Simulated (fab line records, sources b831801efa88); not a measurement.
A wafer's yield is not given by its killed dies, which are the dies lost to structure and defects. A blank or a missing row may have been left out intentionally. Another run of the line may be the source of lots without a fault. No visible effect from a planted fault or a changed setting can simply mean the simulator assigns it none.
Which tool was responsible? + flow sky130 + 24 lots, 72 wafers sampled, at 5 steps of a route of 708

## WHAT THE GAUGES READ, wafer by wafer
SKY_FIELD_ISO_THK_MEAS_02.
| lot  | measured    | on           | FIELD_ISO_OXIDATION_00_THK (nm) |
|------|-------------|--------------|---------------------------------|
| L074 | day 1 11:53 | filmMetro-01 | 11.62 11.54 11.58               |
| L075 | day 1 16:46 | filmMetro-04 | 11.43 11.69 11.52               |
| L076 | day 1 22:05 | filmMetro-01 | 12.36 12.50 12.29               |
| L077 | day 2 03:53 | filmMetro-01 | 11.50 11.91 11.96               |
| L078 | day 2 07:38 | filmMetro-01 | 11.47 11.49 11.49               |
| L079 | day 2 12:38 | filmMetro-04 | 12.16 12.00 12.09               |
| L080 | day 2 18:10 | filmMetro-04 | 11.77 11.94 11.96               |
| L081 | day 2 23:18 | filmMetro-04 | 11.68 11.84 11.98               |
| L082 | day 3 04:51 | filmMetro-01 | 11.77 11.95 11.97               |
| L083 | day 3 09:30 | filmMetro-04 | 12.21 12.01 12.33               |
| L084 | day 3 13:53 | filmMetro-02 | 12.13 12.17 12.20               |
| L085 | day 3 20:17 | filmMetro-04 | 11.50 11.54 11.83               |
| L086 | day 4 01:08 | filmMetro-01 | 11.98 11.71 11.94               |
| L087 | day 4 09:38 | filmMetro-01 | 11.68 11.64 11.64               |
| L088 | day 4 09:42 | filmMetro-02 | 11.73 11.95 11.95               |
| L089 | day 4 21:56 | filmMetro-02 | 11.60 11.74 11.65               |
| L090 | day 4 21:56 | filmMetro-01 | 11.78 11.79 11.80               |
| L091 | day 5 08:11 | filmMetro-01 | 12.30 12.37 12.30               |
| L092 | day 5 08:12 | filmMetro-04 | 11.94 11.96 12.02               |
| L093 | day 5 14:27 | filmMetro-01 | 11.78 11.92 11.80               |
| L094 | day 5 17:22 | filmMetro-01 | 11.75 11.76 11.78               |
| L095 | day 5 21:59 | filmMetro-02 | 12.00 12.02 12.00               |
| L096 | day 6 01:38 | filmMetro-02 | 11.97 11.84 11.56               |
| L097 | day 6 06:42 | filmMetro-01 | 11.86 11.84 11.77               |

SKY_POLY_GATE_OVL_MEAS_14.
| lot  | measured     | on         | POLY_GATE_OVL (nm) |
|------|--------------|------------|--------------------|
| L074 | day 16 04:59 | overlay-02 | -1 -5 2            |
| L075 | day 16 08:23 | overlay-01 | -9 -12 -13         |
| L076 | day 17 02:51 | overlay-01 | -9 -7 -2           |
| L077 | day 17 02:35 | overlay-02 | -15 -8 -13         |
| L078 | day 17 13:08 | overlay-02 | -2 -5 -3           |
| L079 | day 17 22:08 | overlay-01 | -7 -10 -9          |
| L080 | day 18 10:08 | overlay-02 | -1 0 0             |
| L081 | day 18 17:41 | overlay-01 | -4 1 -6            |
| L082 | day 19 23:59 | overlay-01 | -14 1 -5           |
| L083 | day 20 19:37 | overlay-02 | 4 -1 -2            |
| L084 | day 20 18:17 | overlay-01 | 0 4 -3             |
| L085 | day 21 00:29 | overlay-01 | -2 -1 -2           |
| L086 | day 21 19:58 | overlay-02 | 3 -5 5             |
| L087 | day 22 00:02 | overlay-01 | 7 -1 -5            |
| L088 | day 22 00:11 | overlay-02 | -8 -2 -11          |
| L089 | day 22 06:17 | overlay-02 | 0 1 2              |
| L090 | day 22 09:20 | overlay-01 | -4 -8 2            |
| L091 | day 22 21:23 | overlay-01 | -7 -7 -4           |
| L092 | day 22 16:29 | overlay-02 | -5 -6 0            |
| L093 | day 23 22:38 | overlay-01 | -3 1 0             |
| L094 | day 24 02:35 | overlay-01 | -6 6 8             |
| L095 | day 24 05:59 | overlay-01 | 0 2 -10            |
| L096 | day 24 10:35 | overlay-02 | -11 -14 -7         |
| L097 | day 24 13:17 | overlay-01 | -4 -5 -3           |

SKY_LDD_LDN_TW_MEAS_13.
| lot  | measured     | on           | LDD_LDN_TW     |
|------|--------------|--------------|----------------|
| L074 | day 22 16:14 | filmMetro-02 | 1492 1487 1490 |
| L075 | day 22 17:59 | filmMetro-02 | 1485 1484 1486 |
| L076 | day 23 12:41 | filmMetro-02 | 1482 1480 1486 |
| L077 | day 23 13:29 | filmMetro-02 | 1476 1474 1492 |
| L078 | day 24 00:02 | filmMetro-02 | 1480 1481 1474 |
| L079 | day 24 09:17 | filmMetro-02 | 1477 1492 1480 |
| L080 | day 24 21:00 | filmMetro-04 | 1496 1501 1491 |
| L081 | day 25 05:51 | filmMetro-01 | 1495 1484 1482 |
| L082 | day 26 11:15 | filmMetro-04 | 1491 1478 1493 |
| L083 | day 27 04:49 | filmMetro-01 | 1491 1483 1500 |
| L084 | day 27 02:59 | filmMetro-01 | 1493 1497 1499 |
| L085 | day 27 10:35 | filmMetro-01 | 1498 1498 1492 |
| L086 | day 28 04:18 | filmMetro-02 | 1491 1483 1479 |
| L087 | day 28 06:59 | filmMetro-01 | 1493 1492 1486 |
| L088 | day 28 07:46 | filmMetro-02 | 1487 1482 1488 |
| L089 | day 28 10:56 | filmMetro-04 | 1486 1492 1491 |
| L090 | day 28 15:56 | filmMetro-02 | 1487 1486 1491 |
| L091 | day 29 01:56 | filmMetro-04 | 1486 1483 1487 |
| L092 | day 28 21:58 | filmMetro-04 | 1481 1485 1491 |
| L093 | day 30 02:11 | filmMetro-02 | 1490 1484 1479 |
| L094 | day 30 06:56 | filmMetro-01 | 1503 1502 1492 |
| L095 | day 30 08:29 | filmMetro-02 | 1472 1474 1485 |
| L096 | day 30 13:53 | filmMetro-02 | 1487 1483 1473 |
| L097 | day 30 15:05 | filmMetro-02 | 1482 1486 1481 |

SKY_METAL4_CD_MEAS_13 targets a cd of 300 nm.
| lot  | measured     | on       | cdNm (nm)         |
|------|--------------|----------|-------------------|
| L074 | day 41 11:34 | cdSem-02 | 300.5 300.7 300.0 |
| L075 | day 41 13:37 | cdSem-02 | 299.8 299.0 298.3 |
| L076 | day 42 02:25 | cdSem-01 | 300.5 300.5 302.2 |
| L077 | day 42 06:05 | cdSem-01 | 297.8 298.0 297.4 |
| L078 | day 42 12:55 | cdSem-01 | 298.9 299.1 299.0 |
| L079 | day 42 21:15 | cdSem-01 | 299.7 298.1 298.7 |
| L080 | day 43 06:31 | cdSem-01 | 299.6 301.4 298.9 |
| L081 | day 43 17:44 | cdSem-02 | 298.2 298.4 297.2 |
| L082 | day 44 12:20 | cdSem-01 | 299.8 297.8 295.6 |
| L083 | day 45 00:07 | cdSem-02 | 298.8 299.4 299.0 |
| L084 | day 45 02:27 | cdSem-01 | 300.5 299.5 302.4 |
| L085 | day 45 08:56 | cdSem-02 | 299.5 298.6 297.9 |
| L086 | day 45 16:45 | cdSem-01 | 296.0 295.7 295.3 |
| L087 | day 45 21:40 | cdSem-01 | 298.1 300.7 299.0 |
| L088 | day 45 22:13 | cdSem-01 | 299.6 298.5 298.8 |
| L089 | day 46 01:07 | cdSem-01 | 300.3 300.9 299.7 |
| L090 | day 46 05:14 | cdSem-01 | 299.8 298.5 298.5 |
| L091 | day 46 11:31 | cdSem-01 | 298.2 299.2 297.3 |
| L092 | day 46 10:39 | cdSem-02 | 300.1 300.5 298.2 |
| L093 | day 47 04:48 | cdSem-02 | 299.1 300.5 300.8 |
| L094 | day 47 10:04 | cdSem-01 | 299.8 299.0 299.4 |
| L095 | day 47 10:10 | cdSem-02 | 300.3 299.8 299.8 |
| L096 | day 47 10:39 | cdSem-02 | 301.4 300.8 301.0 |
| L097 | day 47 15:58 | cdSem-01 | 299.2 300.4 299.9 |

## WHAT TOOL EACH LOT RAN ON (gives the tool, then ch and the chambers of the sampled wafers, and finally the start)
| lot  | SKY_POLY_GATE_ETCH_16             |
|------|-----------------------------------|
| L074 | rieDiel-01 ch 1,2,3, day 16 05:06 |
| L075 | rieDiel-01 ch 1,3, day 16 08:31   |
| L076 | rieDiel-03 ch 1,2, day 17 02:58   |
| L077 | rieDiel-01 ch 0,1,2, day 17 02:41 |
| L078 | rieDiel-03 ch 1,2,3, day 17 13:16 |
| L079 | rieDiel-03 ch 0,1, day 17 22:14   |
| L080 | rieDiel-01 ch 1,2,3, day 18 10:14 |
| L081 | rieDiel-02 ch 0,1,2, day 18 17:47 |
| L082 | rieDiel-01 ch 0,1,3, day 20 00:05 |
| L083 | rieDiel-01 ch 1,2,3, day 20 19:46 |
| L084 | rieDiel-02 ch 0,3, day 20 18:25   |
| L085 | rieDiel-01 ch 1,2,3, day 21 00:35 |
| L086 | rieDiel-03 ch 0,1,3, day 21 20:04 |
| L087 | rieDiel-02 ch 2,3, day 22 00:08   |
| L088 | rieDiel-01 ch 0,1, day 22 00:17   |
| L089 | rieDiel-02 ch 0,1,3, day 22 06:23 |
| L090 | rieDiel-01 ch 2,3, day 22 09:26   |
| L091 | rieDiel-02 ch 0,1,3, day 22 21:31 |
| L092 | rieDiel-02 ch 0,1, day 22 16:35   |
| L093 | rieDiel-02 ch 1,3, day 23 22:44   |
| L094 | rieDiel-03 ch 0,1,3, day 24 02:41 |
| L095 | rieDiel-02 ch 0,1,3, day 24 06:05 |
| L096 | rieDiel-01 ch 2,3, day 24 10:43   |
| L097 | rieDiel-01 ch 1,2,3, day 24 13:23 |
- SKY_POLY_GATE_ETCH_16: etches Si3N4 in CH3F/O2, stops on poly-Si, time 147.5 s, target depth 75 nm.

## AS READ BY THE TOOLS THEMSELVES (means over the sampled wafers that have a number; for cases with no such wafer, the mark the record gives instead)
SKY_POLY_GATE_ETCH_16.
| lot  | tool       | chamberPressureMTorr (mTorr) | drypumpMotorCurrentA (A) | oesProductAu (a.u.) | throttleValvePct (%) |
|------|------------|------------------------------|--------------------------|---------------------|----------------------|
| L074 | rieDiel-01 | 25.029                       | 5.6                      | 0.642               | 10.538               |
| L075 | rieDiel-01 | 24.999                       | 5.7                      | 0.644               | 10.545               |
| L076 | rieDiel-03 | 25.023                       | 5.6                      | 0.643               | 10.538               |
| L077 | rieDiel-01 | 24.978                       | 5.5                      | 0.643               | 10.539               |
| L078 | rieDiel-03 | 24.957                       | 5.6                      | 0.640               | 10.541               |
| L079 | rieDiel-03 | 24.981                       | 5.8                      | 0.639               | 10.538               |
| L080 | rieDiel-01 | 25.002                       | 5.6                      | 0.641               | 10.532               |
| L081 | rieDiel-02 | 25.004                       | 6.2                      | 0.641               | 10.539               |
| L082 | rieDiel-01 | 25.022                       | 5.7                      | 0.642               | 10.539               |
| L083 | rieDiel-01 | 25.011                       | 5.6                      | 0.638               | 10.533               |
| L084 | rieDiel-02 | 24.999                       | 6.0                      | 0.635               | 10.535               |
| L085 | rieDiel-01 | 24.978                       | 5.6                      | 0.640               | 10.529               |
| L086 | rieDiel-03 | 25.014                       | 5.8                      | 0.648               | 10.526               |
| L087 | rieDiel-02 | 24.994                       | 6.1                      | 0.636               | 10.529               |
| L088 | rieDiel-01 | 24.989                       | 5.6                      | 0.639               | 10.533               |
| L089 | rieDiel-02 | 24.999                       | 6.1                      | 0.638               | 10.539               |
| L090 | rieDiel-01 | 24.995                       | 5.5                      | 0.640               | 10.538               |
| L091 | rieDiel-02 | 25.027                       | 6.1                      | 0.646               | 10.535               |
| L092 | rieDiel-02 | 24.994                       | 6.2                      | 0.646               | 10.541               |
| L093 | rieDiel-02 | 25.014                       | 6.0                      | 0.641               | 10.530               |
| L094 | rieDiel-03 | 25.002                       | 5.8                      | 0.645               | 10.536               |
| L095 | rieDiel-02 | 24.994                       | 6.0                      | 0.646               | 10.531               |
| L096 | rieDiel-01 | 25.017                       | 5.5                      | 0.648               | 10.535               |
| L097 | rieDiel-01 | 25.019                       | 5.5                      | 0.640               | 10.540               |

## THE ANSWER, worked out from the rows above alone
Rule: the usual values come from the lots themselves. The widest of any qualifying gaps counts: lots, ordered by their means at a reading, are off when they make up no more than a third of the lots, leave a main group of 4 or more, and stand apart from it by 3 or more times the standard deviation of that group's means. A main group is skipped when, at the precision printed for the reading in the tables above, its means are all equal. A lot without any number at a reading at which 4 lots or more have one is off too. Any other lot the step has rows for is counted as sound. The gauges are gone through in route order, then the tools' own readings, and for those a lot's mean is taken as printed above. The first step at which some lot is off is used, and at that step the reading that is off furthest; a lot without a number counts as furthest.
No lot is off at any reading shown: from this, nothing can be told.

## WHAT HAD BEEN PUT IN BY THE SIMULATOR
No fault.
